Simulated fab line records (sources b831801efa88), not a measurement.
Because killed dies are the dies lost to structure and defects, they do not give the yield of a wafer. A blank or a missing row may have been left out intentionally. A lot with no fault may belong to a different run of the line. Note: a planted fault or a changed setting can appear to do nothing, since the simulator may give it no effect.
Shared-tool check    flow sky130    36 wafers sampled across 12 lots

## WHAT PROMPTED THE OPENING
SKY_NWELL_TW_MEAS_15, reading NWELL_TW: flagged on 2 of 12 lots. No-fault wafers: 1816, standard deviation 17.
Rule: a lot gets a flag if all its wafers with a number sit over 4 standard deviations from that mean, or if no wafer of it has a number. The rest of the lots are taken to be sound.

lot   measured     on             NWELL_TW, wafer by wafer  flag
L277  day 5 08:13  film metro-04  1821 1833 1823            
L278  day 5 08:14  film metro-03  1843 1845 1851            
L279  day 5 15:47  film metro-03  1846 1841 1834            
L280  day 5 18:52  film metro-03  1831 1842 1845            
L281  day 5 21:42  film metro-02  1821 1811 1808            
L283  day 6 08:29  film metro-02  1788 1780 1795            
L284  day 6 09:09  film metro-02  1786 1798 1796            
L286  day 7 00:51  film metro-03  1824 1825 1830            
L289  day 7 11:48  film metro-03  1825 1827 1827            
L290  day 7 16:43  film metro-02  1803 1811 1810            
L291  day 7 22:44  film metro-02  1688 1688 1684            FLAGGED
L292  day 8 06:52  film metro-02  1673 1681 1671            FLAGGED
On average the flagged lots' numbers are 1681, which is -135 against the usual, or -8 standard deviations.

## LOT BY LOT: THE TOOL USED
The record keeps 1 process step preceding the reading, out of 708 steps on the route. Every cell lists first the tool, next ch and the chambers used by the sampled wafers, and last the start.
lot   flag     SKY_NWELL_IMPLANT_11
L277           implanter-03 ch 0, day 5 07:41
L278           implanter-02 ch 0, day 5 07:42
L279           implanter-03 ch 0, day 5 15:17
L280           implanter-01 ch 0, day 5 18:19
L281           implanter-01 ch 0, day 5 21:10
L283           implanter-03 ch 0, day 6 07:57
L284           implanter-02 ch 0, day 6 08:36
L286           implanter-02 ch 0, day 7 00:19
L289           implanter-03 ch 0, day 7 11:15
L290           implanter-01 ch 0, day 7 16:11
L291  FLAGGED  implanter-01 ch 0, day 7 22:11
L292  FLAGGED  implanter-01 ch 0, day 8 06:20
What the steps here do:
- SKY_NWELL_IMPLANT_11
- SKY_NWELL_TW_MEAS_15

## FLAGGED OVER TOTAL, TOOL BY TOOL (the gauges that took the reading come last)
step                  tool           lots run  flagged  share of the flagged lots  sound lots run after its first flagged lot
SKY_NWELL_IMPLANT_11  implanter-01   5         2        all                        0
SKY_NWELL_IMPLANT_11  implanter-02   3         0        none                       -
SKY_NWELL_IMPLANT_11  implanter-03   4         0        none                       -
SKY_NWELL_TW_MEAS_15  film metro-02  6         2        all                        0
SKY_NWELL_TW_MEAS_15  film metro-03  5         0        none                       -
SKY_NWELL_TW_MEAS_15  film metro-04  1         0        none                       -

## WHAT THE TABLE ALLOWS
In 2 table rows, all flagged lots were run: implanter-01 (SKY_NWELL_IMPLANT_11), film metro-02 (SKY_NWELL_TW_MEAS_15).
- implanter-01 at SKY_NWELL_IMPLANT_11 ran 5 lots, 2 of them flagged. Last sound lot L290 at day 7 16:11, first flagged lot L291 at day 7 22:11; a fault beginning in between fits. Its own readings lie more than 4 standard deviations out on every wafer of the flagged lots: dose ions cm2, faraday current uA.
- film metro-02 at SKY_NWELL_TW_MEAS_15 ran 6 lots, 2 of them flagged. Last sound lot L290 at day 7 16:43, first flagged lot L291 at day 7 22:44; a fault beginning in between fits.
Because each of these 2 tools fits a fault that began at some hour, counting lots does not separate them. More lots, or a look at what each step does to the wafer, might.

## WHAT THE SIMULATOR HAD PUT IN
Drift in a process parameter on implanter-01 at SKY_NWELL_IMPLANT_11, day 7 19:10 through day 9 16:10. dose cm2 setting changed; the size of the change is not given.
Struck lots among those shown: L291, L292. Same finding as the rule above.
